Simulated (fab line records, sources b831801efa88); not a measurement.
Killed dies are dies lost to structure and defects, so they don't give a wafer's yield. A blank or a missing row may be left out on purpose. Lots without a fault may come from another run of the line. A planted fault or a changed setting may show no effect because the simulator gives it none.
One fault seen from 2 desks | flow sky130 | each desk has only its own numbers; what lay behind them comes last

THE TOOL OWNER'S DESK: implanter-02
The tool's own readings at SKY_PWDE_IMPLANT_08: means of the sampled wafers that have a number, for each lot that ran on this tool. A lot is out of limits, marked OUT, if its mean lies more than 4 standard deviations from the usual mean; the brackets give that distance.
Columns: A = beam_on_s at SKY_PWDE_IMPLANT_08, usual 9.97 s; B = end_station_pressure_torr at SKY_PWDE_IMPLANT_08, usual 4.97e-06 Torr; C = faraday_current_uA at SKY_PWDE_IMPLANT_08, usual 20.4
lot  | first seen here | A                | B                          | C
L521 | day 4 08:25     | 9.90             | 5.22e-06                   | 20.5
L522 | day 4 15:37     | 9.74             | 4.94e-06                   | 20.8
L526 | day 5 10:53     | 9.89             | 5.32e-06                   | 20.5
L528 | day 6 00:32     | 9.74             | 4.98e-06                   | 20.8
L529 | day 6 01:22     | 10.07            | 4.87e-06                   | 20.2
L540 | day 8 15:26     | 11.20 (+6.5) OUT | 7.66e-05 (+99 or more) OUT | 17.7 (-6.9) OUT
L542 | day 9 06:02     | 11.30 (+7.0) OUT | 7.67e-05 (+99 or more) OUT | 17.5 (-7.4) OUT
This desk's finding: out of limits on L540, L542; first on L540, day 8 15:26 (beam_on_s at SKY_PWDE_IMPLANT_08). In limits: L521, L522, L526, L528, L529.

THE METROLOGY DESK
What the gauges read, lot by lot, whatever tool the lot ran on: means of the sampled wafers that have a number. A lot is out of limits, marked OUT, if its mean lies more than 4 standard deviations from the usual mean; the brackets give that distance.
Columns: A = PWDE_OVL at SKY_PWDE_OVL_MEAS_07, usual -1.4 nm; B = PWDE_TW at SKY_PWDE_TW_MEAS_10, usual 375.2; C = PWDE_RS at SKY_NWELL_RS_MEAS_31, usual 5276 ohm/sq; D = SPACER_CVD_00_THK at SKY_SPACER_THK_MEAS_01, usual 42.9 nm
lot  | first seen here | A    | B                | C              | D
L521 | day 4 08:23     | -2.4 | 377.6            | 5268           | 43.4
L522 | day 4 15:34     | -1.7 | 376.6            | 5267           | 42.9
L526 | day 5 10:51     | -1.8 | 374.0            | 5260           | 43.2
L527 | day 5 16:39     | -3.1 | 377.2            | 5280           | 43.0
L528 | day 6 00:30     | -0.1 | 373.6            | 5276           | 43.0
L529 | day 6 01:19     | -2.3 | 375.3            | 5290           | 42.9
L530 | day 6 07:38     | -2.3 | 377.0            | 5280           | 43.0
L531 | day 6 11:58     | -2.0 | 375.9            | 5280           | 43.2
L533 | day 7 01:45     | -2.7 | 375.6            | 5267           | 42.5
L540 | day 8 15:24     | -1.5 | 386.7 (+5.8) OUT | 4802 (-32) OUT | 42.8
L542 | day 9 05:59     | -0.4 | 386.5 (+5.7) OUT | 4798 (-32) OUT | 42.9
This desk's finding: out of limits on L540, L542; first on L540, day 8 15:41 (PWDE_TW at SKY_PWDE_TW_MEAS_10). In limits: L521, L522, L526, L527, L528, L529, L530, L531, L533.

PUT TOGETHER
The tool owner's desk could have raised an alarm at day 8 15:26, on L540, L542.
The metrology desk could have raised an alarm at day 8 15:41, on L540, L542.
Of the lots named, all ran SKY_PWDE_IMPLANT_08 on implanter-02.

WHAT THE SIMULATOR HAD PUT IN
Process parameter drift: implanter-02, from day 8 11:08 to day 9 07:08, at SKY_PWDE_IMPLANT_08. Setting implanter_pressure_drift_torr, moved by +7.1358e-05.
Process parameter drift: implanter-02, from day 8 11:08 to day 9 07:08, at SKY_PWDE_IMPLANT_08. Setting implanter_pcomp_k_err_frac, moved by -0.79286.
Lots struck among those shown: L540, L542.
Hours from the fault's start to each desk's first reading out of limits: the tool owner's desk, 4; the metrology desk, 5.
